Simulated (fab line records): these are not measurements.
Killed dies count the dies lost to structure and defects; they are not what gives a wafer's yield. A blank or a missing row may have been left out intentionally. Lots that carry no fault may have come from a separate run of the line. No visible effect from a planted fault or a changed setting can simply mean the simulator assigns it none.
A lot that was struck, set against a sound lot + flow sky130 + 15 steps out of a route of 708
Sound: these wafers, L694.3, L694.5, L694.6. The struck wafers were L696.1, L696.2, L696.4. The cause comes at the end.
Each step with rows lists, per side, the tool, then ch with its chambers, then its first start. Under that, the readings that differ: sound wafers + struck wafers + difference of the means + sigmas: that difference in standard deviations of wafers without a fault.
alike: readings whose means differ by less than 2 such deviations, and words and numbers that are the same on both sides. not compared: withheld readings, readings that some wafer has no value for, bounds like >300 that may hide the same value, and numbers for which the record gives no deviation and whose values overlap.
The two part at a step that has a row with sigmas, a row that says differs or no value, or rows on one side only. Numbers that don't overlap but have no deviation are shown without sigmas and don't part them. Lack of a reading on every wafer of one side parts them only where that side has two or more wafers.

first, 7 steps without rows for these wafers: SKY_SD_P_DEHYDRATE_00 (time 60 s); SKY_SD_P_HMDS_01 (prime time 60 s); SKY_SD_P_COAT_02 (resist thk 1140 nm); SKY_SD_P_SOFTBAKE_03 (time 60 s); SKY_SD_P_EXPOSE_04 (exposes mask PSDM, target cd 380 nm); SKY_SD_P_PEB_05; SKY_SD_P_DEVELOP_06 (develop time 60 s).
SKY_SD_P_CD_MEAS_07: the cd target is 380 nm.
  sound: cdSem-01 at day 27 04:53; struck: cdSem-02 at day 28 17:44
  alike: cdNm
SKY_SD_P_OVL_MEAS_08:
  sound: overlay-02 at day 27 04:58; struck: overlay-02 at day 28 17:52
  alike: SD_P_OVL
after that, 1 step had no rows for these wafers: SKY_SD_P_IMPLANT_09.
SKY_SD_P_STRIP_10: strips in O2/N2.
  sound on plasmaAsher-01 ch 0,1, day 27 05:11; struck on plasmaAsher-04 ch 0,1, day 28 18:02
  alike: drypumpMotorCurrentA, oesProductAu, stripTimeToEndpointS
  not compared: rfHoursCounterH
SKY_SD_P_TW_MEAS_11:
  sound: filmMetro-01 at day 27 05:16; struck: filmMetro-02 at day 28 18:08
  alike: SD_P_TW
SKY_RES_XHIGH_DEHYDRATE_00: time 60 s.
  sound on lithoTrack-04 ch 0, day 27 19:41; struck on lithoTrack-04 ch 0, day 29 07:47
| reading               | sound                | struck               | difference | sigmas |
|-----------------------|----------------------|----------------------|------------|--------|
| heaterPowerTotalW (W) | 160.36 160.31 160.15 | 165.56 165.72 165.49 | +5.32      | +44    |
| plateTempC (C)        | 200.20 200.34 200.11 | 205.37 205.38 205.30 | +5.13      | +32    |
  alike: chillPlateTempC
then, 1 step without rows for these wafers: SKY_RES_XHIGH_HMDS_01 (prime time 60 s).
-- record jumps: 19 days separate the struck wafers' starts on either side; left off in module RES_XHIGH, taken up again in module PAD_OPEN, whose first shown step is the route's number 708 --
SKY_PAD_OPEN_PROBE_99:
  sound: prober-01 at day 47 01:46; struck: prober-01 at day 48 02:27
  alike: killed_at_M0_to_M3, killed_at_M4_up, killedAtContacts, killedAtFrontEnd, killedAtOther, killedDies, killedOpen, killedShort

## WHERE THEY PART
Within this record, at SKY_RES_XHIGH_DEHYDRATE_00 only. Later steps at which nothing parts them and some readings are alike: SKY_PAD_OPEN_PROBE_99.

WHY: what the simulator had put in
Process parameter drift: lithoTrack-04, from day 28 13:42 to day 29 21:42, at SKY_RES_XHIGH_DEHYDRATE_00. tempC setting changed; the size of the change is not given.
